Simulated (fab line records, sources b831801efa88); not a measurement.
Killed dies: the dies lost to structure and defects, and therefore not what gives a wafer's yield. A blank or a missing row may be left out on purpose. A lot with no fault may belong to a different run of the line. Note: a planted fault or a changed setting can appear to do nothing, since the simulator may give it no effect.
Check for tools in common | flow gf180mcu | Sample size 11 lots and 33 wafers

== REASON IT WAS OPENED ==
GF_VT_IMPLANT_RS_MEAS_46, reading MVSD_RS: flagged on 2 of 11 lots. Fault-free wafers read 462.7 ohm/sq, with a standard deviation of 1.2.
Rule: a lot gets a flag if all its wafers with a number sit over 4 standard deviations from that mean, or if no wafer of it has a number. As for the other lots, they are considered sound.

lot  | measured     | on            | MVSD_RS (ohm/sq), wafer by wafer | flag
L838 | day 7 14:38  | film metro-02 | 465.0 465.2 464.5                |
L842 | day 8 15:25  | film metro-02 | 463.6 462.3 463.8                |
L843 | day 9 00:30  | film metro-02 | 462.0 461.2 462.5                |
L844 | day 9 08:27  | film metro-02 | 461.9 461.1 462.4                |
L845 | day 9 10:01  | film metro-02 | 465.9 465.2 465.1                |
L846 | day 9 20:50  | film metro-01 | 462.9 461.1 463.2                |
L847 | day 10 07:18 | film metro-02 | 520.3 519.6 521.5                | FLAGGED
L851 | day 11 07:07 | film metro-02 | 517.3 519.6 519.3                | FLAGGED
L857 | day 12 18:28 | film metro-04 | 460.4 460.7 461.3                |
L859 | day 13 13:32 | film metro-04 | 462.3 462.7 461.5                |
L861 | day 14 08:03 | film metro-02 | 462.0 462.0 463.2                |
The numbers of the flagged lots are 519.6 ohm/sq on average: +56.9 ohm/sq against the usual, or +47 standard deviations.

== WHICH TOOL EACH LOT WENT THROUGH ==
Before the reading, the record contains 3 process steps out of a 602-step route. Every cell lists first the tool, next ch and the chambers used by the sampled wafers, and last the start.
lot  | flag    | GF_NWELL_STRIP_10                   | GF_MVSD_IMPLANT_09              | GF_MVPSD_STRIP_10
L838 |         | plasma asher-04 ch 0,1, day 3 07:35 | implanter-04 ch 0, day 4 10:46  | plasma asher-04 ch 0,1, day 5 01:22
L842 |         | plasma asher-04 ch 0,1, day 4 04:38 | implanter-04 ch 0, day 5 07:55  | plasma asher-03 ch 0,1, day 5 23:26
L843 |         | plasma asher-02 ch 0,1, day 4 11:31 | implanter-04 ch 0, day 5 16:05  | plasma asher-03 ch 0,1, day 6 08:05
L844 |         | plasma asher-02 ch 0,1, day 4 16:14 | implanter-01 ch 0, day 5 21:35  | plasma asher-03 ch 0,1, day 6 13:23
L845 |         | plasma asher-02 ch 0,1, day 4 20:26 | implanter-01 ch 0, day 6 02:40  | plasma asher-01 ch 0,1, day 6 17:49
L846 |         | plasma asher-03 ch 1, day 5 03:52   | implanter-04 ch 0, day 6 10:40  | plasma asher-03 ch 0, day 7 02:19
L847 | FLAGGED | plasma asher-03 ch 0,1, day 5 11:19 | implanter-01 ch 0, day 6 18:47  | plasma asher-04 ch 0,1, day 7 11:18
L851 | FLAGGED | plasma asher-02 ch 0,1, day 6 07:49 | implanter-01 ch 0, day 7 14:59  | plasma asher-03 ch 0,1, day 8 07:59
L857 |         | plasma asher-04 ch 0,1, day 7 15:23 | implanter-04 ch 0, day 9 00:32  | plasma asher-01 ch 0,1, day 9 18:29
L859 |         | plasma asher-03 ch 0,1, day 8 04:47 | implanter-02 ch 0, day 9 15:29  | plasma asher-04 ch 0,1, day 10 09:44
L861 |         | plasma asher-03 ch 1, day 8 15:23   | implanter-04 ch 0, day 10 02:47 | plasma asher-04 ch 0,1, day 10 21:04
What these steps do:
- GF_NWELL_STRIP_10: strips in O2/N2.
- GF_MVSD_IMPLANT_09
- GF_MVPSD_STRIP_10: strips in O2/N2.
- GF_VT_IMPLANT_RS_MEAS_46: measures by four-point-probe.

== FLAGGED OVER TOTAL, TOOL BY TOOL (the gauges that took the reading come last) ==
step                     | tool            | lots run | flagged | share of the flagged lots | sound lots run after its first flagged lot
GF_NWELL_STRIP_10        | plasma asher-02 | 4        | 1       | some                      | 0
GF_NWELL_STRIP_10        | plasma asher-03 | 4        | 1       | some                      | 2 (L859,L861)
GF_NWELL_STRIP_10        | plasma asher-04 | 3        | 0       | none                      | -
GF_MVSD_IMPLANT_09       | implanter-01    | 4        | 2       | all                       | 0
GF_MVSD_IMPLANT_09       | implanter-02    | 1        | 0       | none                      | -
GF_MVSD_IMPLANT_09       | implanter-04    | 6        | 0       | none                      | -
GF_MVPSD_STRIP_10        | plasma asher-01 | 2        | 0       | none                      | -
GF_MVPSD_STRIP_10        | plasma asher-03 | 5        | 1       | some                      | 0
GF_MVPSD_STRIP_10        | plasma asher-04 | 4        | 1       | some                      | 2 (L859,L861)
GF_VT_IMPLANT_RS_MEAS_46 | film metro-01   | 1        | 0       | none                      | -
GF_VT_IMPLANT_RS_MEAS_46 | film metro-02   | 8        | 2       | all                       | 1 (L861)
GF_VT_IMPLANT_RS_MEAS_46 | film metro-04   | 2        | 0       | none                      | -

== WHAT THE TABLE ALLOWS ==
Table rows that saw every flagged lot: 2, namely implanter-01 at GF_MVSD_IMPLANT_09 and film metro-02 at GF_VT_IMPLANT_RS_MEAS_46.
- implanter-01 at GF_MVSD_IMPLANT_09: 2 of its 4 lots flagged. It ran its last sound lot, L845, at day 6 02:40 and its first flagged lot, L847, at day 6 18:47: a fault with its onset between the two fits. Its own readings (dose ions cm2, faraday current uA) fall more than 4 standard deviations out on all wafers of the flagged lots.
- film metro-02 at GF_VT_IMPLANT_RS_MEAS_46: 2 of its 8 lots flagged. Sound lots followed the first flagged one (L861) on it, something a lasting fault affecting the whole tool could not allow.
What remains is a single tool, implanter-01 at GF_MVSD_IMPLANT_09.

== WHAT WAS PUT IN BY THE SIMULATOR ==
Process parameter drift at GF_MVSD_IMPLANT_09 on implanter-01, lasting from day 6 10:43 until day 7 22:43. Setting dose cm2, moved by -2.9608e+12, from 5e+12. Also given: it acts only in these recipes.
Shown lots that were struck: L847, L851. The rule given above showed the same thing.
